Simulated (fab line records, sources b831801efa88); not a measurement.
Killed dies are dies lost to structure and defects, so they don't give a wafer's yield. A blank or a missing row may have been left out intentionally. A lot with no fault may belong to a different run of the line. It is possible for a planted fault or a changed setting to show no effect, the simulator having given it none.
fab line records + flow sky130
[record]
- lots = 6
- wafers = 18
- last_day = 50
route steps=708 shown LDD_HVN@274 LDD_HVP@278 LDD_LDN@289 PAD_OPEN@708
lots untouched by any fault: they come from a run of this same line in which no faults occurred
start_h: hours from the record's first day to the start of the lot's first wafer shown + wait_h: hours from the lot's prior step to this one + " as in the row above + L1.1+2: one row covering several wafers at once + - no value present, or no start provided + * or withheld: withheld + < > ~ a bound
route shown NAME@n: names a module that has steps shown in the file, with the first one's number in the route + usual: mean/standard deviation of fault-free wafers + same: alike in all rows + chamber/n: place in a boat + sites: readings site by site + _std_site: the standard deviation of these + _edge_site: the outer-site mean with the inner-site mean subtracted + radius_mm: how far each site lies from the wafer's centre + mask NAME#n: copy n + behind: the tool/chamber that last shaped the wafer + hold: why the lot went on hold/how many hours it stayed there/how the hold came to an end + device: the transistor (n, p or np) that didn't switch + end of line: the same wafers' tests at the end of the route + for a step that has no rows: nothing shown but its recipe + killed: at the first sort, the dies lost to defects and structure; wafer yield is something else + map: a wafer's dies, marking killed ones x, the rest . and places with no die _
set.NAME: the run value of the setting; set.NAME@STEP: its run value at that earlier step + model.NAME: the simulator's own value behind a step, which no gauge read
a table for each step, a row for each wafer; lots at some steps of the route
services: when a tool's chamber went out of use (start_h, in hours from the record's first day, below 0 if earlier), for how many hours, and the reason
[[steps]]
[step SKY_LDD_HVN_OVL_MEAS_07]
[usual]
- LDD_HVN_OVL = 0.6/1.3
| lot.wafer | tool       | chamber | start_h | wait_h | LDD_HVN_OVL[nm] |
|-----------|------------|---------|---------|--------|-----------------|
| L548.1    | overlay-01 | -       | 476.31  | 0.1    | 1.1             |
| L548.2    | "          | -       | "       | "      | 1.0             |
| L548.3    | "          | -       | "       | "      | 0.1             |
| L552.1    | overlay-01 | -       | 508.19  | 0.1    | -0.7            |
| L552.2    | "          | -       | "       | "      | -0.3            |
| L552.6    | "          | -       | "       | "      | -2.0            |
| L558.2    | overlay-02 | -       | 557.96  | 0.1    | 1.1             |
| L558.3    | "          | -       | "       | "      | 2.1             |
| L558.4    | "          | -       | "       | "      | 1.2             |
| L559.2    | overlay-01 | -       | 571.90  | 0.1    | 4.0             |
| L559.5    | "          | -       | "       | "      | 3.2             |
| L559.6    | "          | -       | "       | "      | 5.0             |
| L561.2    | overlay-01 | -       | 590.31  | 0.1    | 0.3             |
| L561.5    | "          | -       | "       | "      | 2.2             |
| L561.6    | "          | -       | "       | "      | 0.1             |
| L564.2    | overlay-01 | -       | 632.33  | 0.1    | 0.7             |
| L564.4    | "          | -       | "       | "      | -0.5            |
| L564.6    | "          | -       | "       | "      | 0.4             |
[step SKY_LDD_HVN_IMPLANT_08]
[recipe]
- species = P
- energy_kev = 60
- dose_cm2 = 3e+13
- tilt_deg = 40
[step SKY_LDD_HVN_STRIP_09]
[recipe]
- chemistry = O2/N2
- power_w = 1400
- pressure_mtorr = 1500
- platen_temp_c = withheld
- o2_flow_sccm = 3000
- n2_flow_sccm = 300
- overash_fraction = 0.5
[usual]
- drypump_motor_current_A = 5.7/0.46
- o2_flow_sccm = 3000/8.9
- oes_product_au = 0.409/0.0049
- strip_time_to_endpoint_s = 4.141/0.016
[same]
- overash_fraction = 0.5
| lot.wafer | tool            | chamber | start_h | wait_h | drypump_motor_current_A | o2_flow_sccm | oes_product_au | rf_hours_counter_h | strip_time_to_endpoint_s |
|-----------|-----------------|---------|---------|--------|-------------------------|--------------|----------------|--------------------|--------------------------|
| L548.1    | plasma_asher-01 | 1       | 476.49  | 0.1    | 4.8                     | 2997         | 0.408          | 79                 | 4.142                    |
| L548.2    | "               | 0       | "       | "      | 6.3                     | 2996         | 0.406          | 79                 | 4.126                    |
| L548.3    | "               | 1       | "       | "      | 4.8                     | 3001         | 0.401          | -                  | 4.146                    |
| L552.1    | plasma_asher-03 | 1       | 508.38  | 0.1    | 5.4                     | 2994         | 0.411          | 35                 | 4.150                    |
| L552.2    | "               | 0       | "       | "      | 6.2                     | 3001         | 0.411          | 35                 | 4.150                    |
| L552.6    | "               | 1       | "       | "      | 5.4                     | 2995         | 0.409          | -                  | 4.149                    |
| L558.2    | plasma_asher-04 | 0       | 558.14  | 0.1    | 6.0                     | 2990         | 0.401          | 14                 | 4.138                    |
| L558.3    | "               | 0       | "       | "      | 6.0                     | 3003         | 0.405          | -                  | 4.128                    |
| L558.4    | "               | 1       | "       | "      | 5.4                     | 3011         | 0.414          | -                  | 4.156                    |
| L559.2    | plasma_asher-04 | 0       | 572.08  | 0.1    | 6.0                     | 3004         | 0.408          | 16                 | 4.109                    |
| L559.5    | "               | 1       | "       | "      | 5.3                     | 3009         | 0.410          | -                  | 4.112                    |
| L559.6    | "               | 0       | "       | "      | 6.0                     | 3004         | 0.400          | -                  | 4.112                    |
| L561.2    | plasma_asher-03 | 0       | 590.49  | 0.1    | 6.2                     | 3010         | 0.409          | 43                 | 4.145                    |
| L561.5    | "               | 1       | "       | "      | 5.3                     | 3011         | 0.410          | -                  | 4.151                    |
| L561.6    | "               | 0       | "       | "      | 6.3                     | 3006         | 0.407          | -                  | 4.160                    |
| L564.2    | plasma_asher-04 | 1       | 632.51  | 0.1    | 5.4                     | 3001         | 0.408          | 22                 | 4.149                    |
| L564.4    | "               | 1       | "       | "      | 5.4                     | 2983         | 0.403          | -                  | 4.150                    |
| L564.6    | "               | 1       | "       | "      | 5.4                     | 2997         | 0.409          | -                  | 4.149                    |
[step SKY_LDD_HVN_TW_MEAS_10]
[usual]
- LDD_HVN_TW = 1432/11
| lot.wafer | tool          | chamber | start_h | wait_h | LDD_HVN_TW |
|-----------|---------------|---------|---------|--------|------------|
| L548.1    | film_metro-03 | -       | 476.59  | 0.1    | 1434       |
| L548.2    | "             | -       | "       | "      | 1424       |
| L548.3    | "             | -       | "       | "      | 1430       |
| L552.1    | film_metro-02 | -       | 508.48  | 0.1    | 1433       |
| L552.2    | "             | -       | "       | "      | 1426       |
| L552.6    | "             | -       | "       | "      | 1434       |
| L558.2    | film_metro-03 | -       | 558.25  | 0.1    | 1439       |
| L558.3    | "             | -       | "       | "      | 1432       |
| L558.4    | "             | -       | "       | "      | 1427       |
| L559.2    | film_metro-03 | -       | 572.19  | 0.1    | 1428       |
| L559.5    | "             | -       | "       | "      | 1428       |
| L559.6    | "             | -       | "       | "      | 1432       |
| L561.2    | film_metro-02 | -       | 590.60  | 0.1    | 1433       |
| L561.5    | "             | -       | "       | "      | 1445       |
| L561.6    | "             | -       | "       | "      | 1432       |
| L564.2    | film_metro-03 | -       | 632.62  | 0.1    | 1415       |
| L564.4    | "             | -       | "       | "      | 1420       |
| L564.6    | "             | -       | "       | "      | 1424       |
[step SKY_LDD_HVP_DEHYDRATE_00]
[recipe]
- temp_c = 200
- time_s = 60
[step SKY_LDD_HVP_HMDS_01]
[recipe]
- prime_time_s = 60
- prime_temp_c = 120
[step SKY_LDD_HVP_COAT_02]
[recipe]
- resist = NOVOLAK
- spin_rpm = 3000
- resist_thk_nm = 300
[step SKY_LDD_HVP_SOFTBAKE_03]
[recipe]
- temp_c = 90
- time_s = 60
- resist = NOVOLAK
[step SKY_LDD_HVP_EXPOSE_04]
[recipe]
- mask_id = HVPTM
- na = 0.6
- source_shape = conventional
- sigma_outer = 0.6
- polarization = unpolarized
- target_cd_nm = 700
- dose_mj = 86
[step SKY_LDD_HVP_PEB_05]
[recipe]
- temp_c = withheld
- time_s = *
- resist = NOVOLAK
[step SKY_LDD_HVP_DEVELOP_06]
[recipe]
- resist = NOVOLAK
- developer = TMAH
- develop_time_s = 60
- dev_temp_c = 23
[step SKY_LDD_HVP_OVL_MEAS_07]
[usual]
- LDD_HVP_OVL = 1.1/1.3
| lot.wafer | tool       | chamber | start_h | wait_h | LDD_HVP_OVL[nm] |
|-----------|------------|---------|---------|--------|-----------------|
| L548.1    | overlay-01 | -       | 507.49  | 0.1    | 1.7             |
| L548.2    | "          | -       | "       | "      | 1.3             |
| L548.3    | "          | -       | "       | "      | 1.6             |
| L552.1    | overlay-02 | -       | 539.27  | 0.1    | -0.2            |
| L552.2    | "          | -       | "       | "      | -1.1            |
| L552.6    | "          | -       | "       | "      | -1.5            |
| L558.2    | overlay-02 | -       | 587.19  | 0.1    | -1.8            |
| L558.3    | "          | -       | "       | "      | -0.6            |
| L558.4    | "          | -       | "       | "      | -0.6            |
| L559.2    | overlay-02 | -       | 601.25  | 0.1    | -0.1            |
| L559.5    | "          | -       | "       | "      | 0.1             |
| L559.6    | "          | -       | "       | "      | -0.6            |
| L561.2    | overlay-01 | -       | 619.99  | 0.1    | 2.7             |
| L561.5    | "          | -       | "       | "      | 3.2             |
| L561.6    | "          | -       | "       | "      | 1.9             |
| L564.2    | overlay-02 | -       | 660.83  | 0.1    | 1.7             |
| L564.4    | "          | -       | "       | "      | -0.1            |
| L564.6    | "          | -       | "       | "      | 2.7             |
[step SKY_LDD_HVP_IMPLANT_08]
[recipe]
- species = B
- energy_kev = 20
- dose_cm2 = 1.7e+13
- tilt_deg = 17.9
| lot.wafer  | tool         | chamber | start_h | wait_h |
|------------|--------------|---------|---------|--------|
| L548.1+2+3 | implanter-02 | 0       | 507.52  | 0.0    |
| L552.1+2+6 | implanter-03 | 0       | 539.31  | 0.0    |
| L558.2+3+4 | implanter-02 | 0       | 587.25  | 0.0    |
| L558.2+3+4 | implanter-02 | 0       | 587.56  | 0.3    |
| L559.2+5+6 | implanter-02 | 0       | 601.30  | 0.0    |
| L561.2+5+6 | implanter-02 | 0       | 620.05  | 0.0    |
| L561.2+5+6 | implanter-02 | 0       | 620.36  | 0.3    |
| L564.2+4+6 | implanter-03 | 0       | 660.88  | 0.0    |
[step SKY_LDD_HVP_STRIP_09]
[recipe]
- chemistry = O2/N2
- power_w = 1400
- pressure_mtorr = 1500
- platen_temp_c = withheld
- o2_flow_sccm = 3000
- n2_flow_sccm = 300
- overash_fraction = 0.5
[usual]
- drypump_motor_current_A = 5.7/0.56
- o2_flow_sccm = 3000/9.3
- oes_product_au = 0.409/0.0048
- strip_time_to_endpoint_s = 4.134/0.014
[same]
- overash_fraction = 0.5
| lot.wafer | tool            | chamber | start_h | wait_h | drypump_motor_current_A | o2_flow_sccm | oes_product_au | rf_hours_counter_h | strip_time_to_endpoint_s |
|-----------|-----------------|---------|---------|--------|-------------------------|--------------|----------------|--------------------|--------------------------|
| L548.1    | plasma_asher-02 | 1       | 507.67  | 0.1    | 5.6                     | 2987         | 0.410          | 70                 | 4.160                    |
| L548.2    | "               | 0       | "       | "      | 6.2                     | 2987         | 0.414          | 70                 | 4.134                    |
| L548.3    | "               | 0       | "       | "      | 6.2                     | 2997         | 0.411          | -                  | 4.146                    |
| L552.1    | plasma_asher-02 | 0       | 539.46  | 0.1    | 6.2                     | 2993         | 0.404          | 73                 | 4.129                    |
| L552.2    | "               | 1       | "       | "      | 5.6                     | 3006         | 0.416          | 73                 | 4.145                    |
| L552.6    | "               | 0       | "       | "      | 6.2                     | 3012         | 0.403          | -                  | 4.145                    |
| L558.2    | plasma_asher-02 | 0       | 587.69  | 0.1    | 6.3                     | 3006         | 0.404          | 78                 | 4.131                    |
| L558.3    | "               | 0       | "       | "      | 6.2                     | 3008         | 0.418          | -                  | 4.144                    |
| L558.4    | "               | 1       | "       | "      | 5.6                     | 2995         | 0.412          | -                  | 4.155                    |
| L559.2    | plasma_asher-01 | 0       | 601.43  | 0.1    | 6.3                     | 2998         | 0.419          | 91                 | 4.150                    |
| L559.5    | "               | 1       | "       | "      | 4.8                     | 2998         | 0.407          | -                  | 4.138                    |
| L559.6    | "               | 0       | "       | "      | 6.3                     | 3010         | 0.405          | -                  | 4.150                    |
| L561.2    | plasma_asher-04 | 1       | 620.49  | 0.1    | 5.4                     | 2987         | 0.407          | 21                 | 4.152                    |
| L561.5    | "               | 0       | "       | "      | 6.0                     | 2999         | 0.413          | -                  | 4.150                    |
| L561.6    | "               | 1       | "       | "      | 5.4                     | 2993         | 0.410          | -                  | 4.146                    |
| L564.2    | plasma_asher-02 | 0       | 661.01  | 0.1    | 6.2                     | 3010         | 0.413          | 86                 | 4.126                    |
| L564.4    | "               | 1       | "       | "      | 5.6                     | 2991         | 0.403          | -                  | 4.152                    |
| L564.6    | "               | 1       | "       | "      | 5.6                     | 2997         | 0.402          | -                  | 4.147                    |
[step SKY_LDD_HVP_TW_MEAS_10]
[usual]
- LDD_HVP_TW = 456/3.1
| lot.wafer | tool          | chamber | start_h | wait_h | LDD_HVP_TW |
|-----------|---------------|---------|---------|--------|------------|
| L548.1    | film_metro-04 | -       | 507.77  | 0.1    | 456        |
| L548.2    | "             | -       | "       | "      | 454        |
| L548.3    | "             | -       | "       | "      | 455        |
| L552.1    | film_metro-04 | -       | 539.56  | 0.1    | 460        |
| L552.2    | "             | -       | "       | "      | 463        |
| L552.6    | "             | -       | "       | "      | 462        |
| L558.2    | film_metro-03 | -       | 587.80  | 0.1    | 560        |
| L558.3    | "             | -       | "       | "      | 563        |
| L558.4    | "             | -       | "       | "      | 561        |
| L559.2    | film_metro-02 | -       | 601.54  | 0.1    | 455        |
| L559.5    | "             | -       | "       | "      | 455        |
| L559.6    | "             | -       | "       | "      | 457        |
| L561.2    | film_metro-02 | -       | 620.60  | 0.1    | 566        |
| L561.5    | "             | -       | "       | "      | 565        |
| L561.6    | "             | -       | "       | "      | 563        |
| L564.2    | film_metro-04 | -       | 661.12  | 0.1    | 459        |
| L564.4    | "             | -       | "       | "      | 455        |
| L564.6    | "             | -       | "       | "      | 457        |
[step SKY_LDD_LDN_DEHYDRATE_00]
[recipe]
- temp_c = 200
- time_s = 60
[step SKY_PAD_OPEN_PROBE_99]
[usual]
- killed_at_M0_to_M3 = 44/6.3
- killed_at_M4_up = 2.8/1.7
- killed_at_contacts = 25/5.8
- killed_at_front_end = 14/4.4
- killed_at_other = 0.3/0.49
- killed_dies = 86/8.7
- killed_open = 48/5.8
- killed_short = 38/6
[same]
- gross_dies = 492
- killed_at_back_side = 0
| lot.wafer | tool      | chamber | start_h | wait_h | killed_at_M0_to_M3 | killed_at_M4_up | killed_at_contacts | killed_at_front_end | killed_at_other | killed_dies | killed_open | killed_short | model.etest.tip_p_5v.rs_ohm_sq | model.etest.pfet_g5v0d10v5.r_on_ohm_um | model.etest.tip_p_5v.rs_ohm_sq_range | model.etest.pfet_g5v0d10v5.drive_ua_um | model.etest.res_pdiff_hv.rs_ohm_sq | model.etest.pfet_g5v0d10v5.off_log10_a_um | model.etest.ring_5v.delay_ps | model.etest.pfet_g5v0d10v5.vt_sat_v |
|-----------|-----------|---------|---------|--------|--------------------|-----------------|--------------------|---------------------|-----------------|-------------|-------------|--------------|--------------------------------|----------------------------------------|--------------------------------------|----------------------------------------|------------------------------------|-------------------------------------------|------------------------------|-------------------------------------|
| L548.1    | prober-02 | -       | 1086.34 | 0.1    | 52                 | 3               | 23                 | 12                  | 1               | 91          | 42          | 49           | 2900                           | 4800                                   | 92.87                                | 336.8                                  | 190.9                              | -12.89                                    | 45.19                        | -0.6589                             |
| L548.2    | prober-02 | -       | 1086.39 | 0.1    | 49                 | 3               | 23                 | 6                   | 1               | 82          | 46          | 36           | 2905                           | 4808                                   | 78.27                                | 338.1                                  | 192.6                              | -12.81                                    | 44.85                        | -0.6575                             |
| L548.3    | prober-02 | -       | 1086.44 | 0.2    | 48                 | 2               | 20                 | 25                  | 0               | 95          | 59          | 36           | 2899                           | 4861                                   | 91.66                                | 332.3                                  | 193.3                              | -12.89                                    | 45.34                        | -0.6825                             |
| L552.1    | prober-01 | -       | 1104.93 | 0.1    | 41                 | 4               | 26                 | 11                  | 0               | 82          | 43          | 39           | 2821                           | 4726                                   | 137.8                                | 347.5                                  | 193.9                              | -12.54                                    | 44.33                        | -0.6374                             |
| L552.2    | prober-01 | -       | 1104.98 | 0.1    | 48                 | 2               | 20                 | 7                   | 1               | 78          | 46          | 32           | 2821                           | 4647                                   | 59.32                                | 347.4                                  | 194.4                              | -12.3                                     | 44.2                         | -0.6108                             |
| L552.6    | prober-01 | -       | 1105.18 | 0.2    | 41                 | 4               | 20                 | 14                  | 0               | 79          | 46          | 33           | 2820                           | 4658                                   | 82.08                                | 352.1                                  | 193.5                              | -12.46                                    | 44.09                        | -0.6201                             |
| L558.2    | prober-01 | -       | 1139.58 | 0.1    | 38                 | 2               | 31                 | 18                  | 0               | 89          | 55          | 34           | 1721                           | 4416                                   | 50.93                                | 376.9                                  | 189.2                              | -10.5                                     | 43.65                        | -0.4843                             |
| L558.3    | prober-01 | -       | 1139.63 | 0.2    | 45                 | 3               | 23                 | 14                  | 0               | 85          | 58          | 27           | 1729                           | 4381                                   | 57.41                                | 380.8                                  | 190.1                              | -10.37                                    | 43.35                        | -0.438                              |
| L558.4    | prober-01 | -       | 1139.68 | 0.2    | 44                 | 3               | 13                 | 16                  | 0               | 76          | 43          | 33           | 1724                           | 4330                                   | 58.74                                | 381.5                                  | 189.4                              | -10.41                                    | 43.32                        | -0.4446                             |
| L559.2    | prober-02 | -       | 1146.81 | 0.1    | 40                 | 0               | 27                 | 6                   | 0               | 73          | 39          | 34           | 2836                           | 4678                                   | 59.75                                | 347.6                                  | 189.2                              | -12.27                                    | 44.16                        | -0.6143                             |
| L559.5    | prober-02 | -       | 1146.96 | 0.2    | 28                 | 5               | 24                 | 10                  | 1               | 68          | 32          | 36           | 2838                           | 4661                                   | 94.05                                | 350.5                                  | 188.3                              | -12.23                                    | 43.87                        | -0.5872                             |
| L559.6    | prober-02 | -       | 1147.01 | 0.2    | 42                 | 4               | 24                 | 14                  | 1               | 85          | 50          | 35           | 2834                           | 4716                                   | 75.55                                | 346.6                                  | 191.5                              | -12.47                                    | 44.18                        | -0.6369                             |
| L561.2    | prober-02 | -       | 1159.08 | 0.1    | 31                 | 4               | 30                 | 13                  | 1               | 79          | 45          | 34           | 1748                           | 4389                                   | 33.71                                | 373.3                                  | 181.9                              | -11.18                                    | 43.74                        | -0.52                               |
| L561.5    | prober-02 | -       | 1159.23 | 0.2    | 52                 | 0               | 18                 | 19                  | 1               | 90          | 47          | 43           | 1751                           | 4395                                   | 59.82                                | 370.9                                  | 183.6                              | -11.29                                    | 43.63                        | -0.5318                             |
| L561.6    | prober-02 | -       | 1159.28 | 0.2    | 52                 | 5               | 23                 | 17                  | 0               | 97          | 49          | 48           | 1752                           | 4487                                   | 44                                   | 365.8                                  | 183                                | -11.04                                    | 43.97                        | -0.5217                             |
| L564.2    | prober-02 | -       | 1189.74 | 0.1    | 47                 | 4               | 23                 | 21                  | 0               | 95          | 50          | 45           | 2878                           | 4742                                   | 65.71                                | 337.5                                  | 191.6                              | -12.74                                    | 44.57                        | -0.6512                             |
| L564.4    | prober-02 | -       | 1189.84 | 0.2    | 38                 | 6               | 27                 | 15                  | 0               | 86          | 43          | 43           | 2881                           | 4730                                   | 86.18                                | 339.1                                  | 189.1                              | -12.93                                    | 44.83                        | -0.6662                             |
| L564.6    | prober-02 | -       | 1189.94 | 0.2    | 39                 | 4               | 30                 | 25                  | 0               | 98          | 55          | 43           | 2878                           | 4709                                   | 41.25                                | 345.1                                  | 190.7                              | -12.47                                    | 43.8                         | -0.6289                             |
// killed by level:class
L548.1 VIA1:geometric_particle:open=11 METAL1:geometric_particle:short=8 CONTACT:geometric_particle:short=8 VIA3:geometric_particle:open=8 VIA1:geometric_particle:short=7 CONTACT:geometric_particle:open=6 POLY_GATE:geometric_particle:short=4 METAL2:geometric_particle:short=4
L548.2 VIA1:geometric_particle:open=14 LI_CONTACT:geometric_particle:open=8 CONTACT:geometric_particle:open=8 METAL1:geometric_particle:short=8 VIA1:geometric_particle:short=6 VIA2:geometric_particle:short=4 VIA2:geometric_particle:open=4 LOCAL_INTERCONNECT:geometric_particle:short=3
L548.3 VIA1:geometric_particle:open=10 CONTACT:geometric_particle:open=8 VIA3:geometric_particle:open=7 VIA2:geometric_particle:open=7 LI_CONTACT:geometric_particle:open=6 POLY_GATE:geometric_particle:open=5 VIA1:geometric_particle:short=5 FIELD_ISO:geometric_particle:short=4
L552.1 CONTACT:geometric_particle:open=12 VIA3:geometric_particle:open=9 LI_CONTACT:geometric_particle:open=6 LOCAL_INTERCONNECT:geometric_particle:short=5 VIA1:geometric_particle:open=5 VIA1:geometric_particle:short=5 METAL2:geometric_particle:short=5 VIA2:geometric_particle:open=5
L552.2 CONTACT:geometric_particle:open=7 METAL1:geometric_particle:short=7 VIA3:geometric_particle:open=7 LI_CONTACT:geometric_particle:open=6 VIA1:geometric_particle:open=5 METAL2:geometric_particle:short=5 VIA2:geometric_particle:open=5 VIA3:geometric_particle:short=5
L552.6 VIA1:geometric_particle:open=11 VIA3:geometric_particle:open=9 CONTACT:geometric_particle:short=6 FIELD_ISO:geometric_particle:open=4 METAL2:geometric_particle:short=4 POLY_GATE:geometric_particle:open=4 LI_CONTACT:geometric_particle:open=4 CONTACT:geometric_particle:open=4
L558.2 LI_CONTACT:geometric_particle:open=12 VIA1:geometric_particle:open=10 CONTACT:geometric_particle:open=10 VIA2:geometric_particle:open=6 VIA3:geometric_particle:open=6 METAL2:geometric_particle:short=5 CONTACT:geometric_particle:short=5 POLY_GATE:geometric_particle:open=4
L558.3 VIA1:geometric_particle:open=14 CONTACT:geometric_particle:open=10 VIA3:geometric_particle:open=8 LI_CONTACT:geometric_particle:open=5 VIA2:geometric_particle:open=5 METAL3:geometric_particle:short=5 FIELD_ISO:geometric_particle:open=4 CONTACT:geometric_particle:short=4
L558.4 VIA1:geometric_particle:open=14 VIA3:geometric_particle:open=6 VIA2:geometric_particle:open=6 POLY_GATE:geometric_particle:open=5 CONTACT:geometric_particle:short=4 METAL2:geometric_particle:short=4 POLY_GATE:geometric_particle:short=3 VIA1:geometric_particle:short=3
L559.2 VIA1:geometric_particle:open=8 LI_CONTACT:geometric_particle:open=7 CONTACT:geometric_particle:short=7 CONTACT:geometric_particle:open=6 VIA3:geometric_particle:open=6 VIA2:geometric_particle:open=5 METAL1:geometric_particle:short=5 LI_CONTACT:geometric_particle:short=4
L559.5 VIA1:geometric_particle:open=8 CONTACT:geometric_particle:short=7 CONTACT:geometric_particle:open=7 LI_CONTACT:geometric_particle:open=6 VIA1:geometric_particle:short=4 METAL4:geometric_particle:short=4 FIELD_ISO:geometric_particle:short=3 METAL2:geometric_particle:short=3
L559.6 VIA1:geometric_particle:open=16 VIA3:geometric_particle:open=7 LI_CONTACT:geometric_particle:open=6 LOCAL_INTERCONNECT:geometric_particle:short=6 VIA2:geometric_particle:open=6 CONTACT:geometric_particle:open=5 FIELD_ISO:geometric_particle:open=4 METAL4:geometric_particle:short=4
L561.2 LI_CONTACT:geometric_particle:open=10 CONTACT:geometric_particle:open=8 VIA2:geometric_particle:open=6 LOCAL_INTERCONNECT:geometric_particle:short=5 VIA1:geometric_particle:open=5 FIELD_ISO:geometric_particle:open=4 METAL4:geometric_particle:short=4 POLY_GATE:geometric_particle:open=4
L561.5 VIA2:geometric_particle:open=11 METAL1:geometric_particle:short=9 VIA1:geometric_particle:open=9 METAL2:geometric_particle:short=8 FIELD_ISO:geometric_particle:short=7 LI_CONTACT:geometric_particle:open=7 CONTACT:geometric_particle:open=7 POLY_GATE:geometric_particle:short=4
L561.6 VIA3:geometric_particle:open=11 CONTACT:geometric_particle:open=8 VIA1:geometric_particle:open=8 CONTACT:geometric_particle:short=7 METAL1:geometric_particle:short=7 VIA1:geometric_particle:short=7 POLY_GATE:geometric_particle:open=6 VIA2:geometric_particle:open=5
L564.2 CONTACT:geometric_particle:open=10 VIA1:geometric_particle:open=8 VIA2:geometric_particle:open=8 METAL2:geometric_particle:short=7 FIELD_ISO:geometric_particle:open=6 CONTACT:geometric_particle:short=6 VIA3:geometric_particle:open=6 METAL1:geometric_particle:short=5
L564.4 CONTACT:geometric_particle:open=9 LI_CONTACT:geometric_particle:open=7 METAL2:geometric_particle:short=6 VIA2:geometric_particle:open=5 METAL1:geometric_particle:short=5 VIA1:geometric_particle:open=5 METAL4:geometric_particle:short=5 POLY_GATE:geometric_particle:open=4
L564.6 LI_CONTACT:geometric_particle:open=10 VIA3:geometric_particle:open=9 VIA2:geometric_particle:open=9 FIELD_ISO:geometric_particle:short=7 VIA1:geometric_particle:open=7 CONTACT:geometric_particle:open=6 LOCAL_INTERCONNECT:geometric_particle:short=6 FIELD_ISO:geometric_particle:open=5
[[services]]
| tool            | chamber | start_h | hours | kind   |
|-----------------|---------|---------|-------|--------|
| plasma_asher-03 | -       | 454.56  | 19.3  | repair |
| plasma_asher-03 | -       | 473.83  | 14.6  | pm     |
| implanter-02    | -       | 478.81  | 1.0   | repair |
| implanter-02    | -       | 523.06  | 0.6   | repair |
| implanter-03    | -       | 568.00  | 2.2   | repair |
| plasma_asher-01 | -       | 580.32  | 5.3   | repair |
| implanter-03    | -       | 588.62  | 2.9   | repair |
| plasma_asher-03 | -       | 596.63  | 2.4   | repair |
| implanter-02    | -       | 608.67  | 9.7   | pm     |
| plasma_asher-01 | -       | 614.11  | 7.3   | repair |
| plasma_asher-04 | -       | 616.78  | 2.7   | repair |
| plasma_asher-02 | -       | 618.78  | 1.1   | repair |
| implanter-03    | -       | 645.92  | 3.8   | pm     |
| implanter-03    | -       | 651.35  | 5.7   | repair |
[[key]]
[first_sign]
- step = SKY_LDD_HVP_IMPLANT_08
- reading = visit
- direction = added
[effect]
- step = SKY_LDD_HVP_TW_MEAS_10
- reading = LDD_HVP_TW
- direction = up
- sigmas = 34
- usual = 456
- struck = 563
[model_effect]
- step = SKY_PAD_OPEN_PROBE_99
- value = etest.tip_p_5v.rs_ohm_sq
- without = 2853
- struck = 1738
met_at SKY_LDD_HVP_IMPLANT_08
struck_wafers L558.2,L558.3,L558.4,L561.2,L561.5,L561.6
tester_left_out L558,L561
[fault]
- kind = repeated_step_whole
- tool = implanter-01,implanter-02,implanter-03
- chamber = -
- onset_h = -
- steps = SKY_LDD_HVP_IMPLANT_08
- times = 1
- scope = struck_lots_only
// tester_left_out: of these lots the tester's yield and bins aren't shown, on N5 and GAA mostly nor the transistor test; their killed dies are dies lost to structure and defects alone, not to doping, threshold or leakage, so they don't give the yield
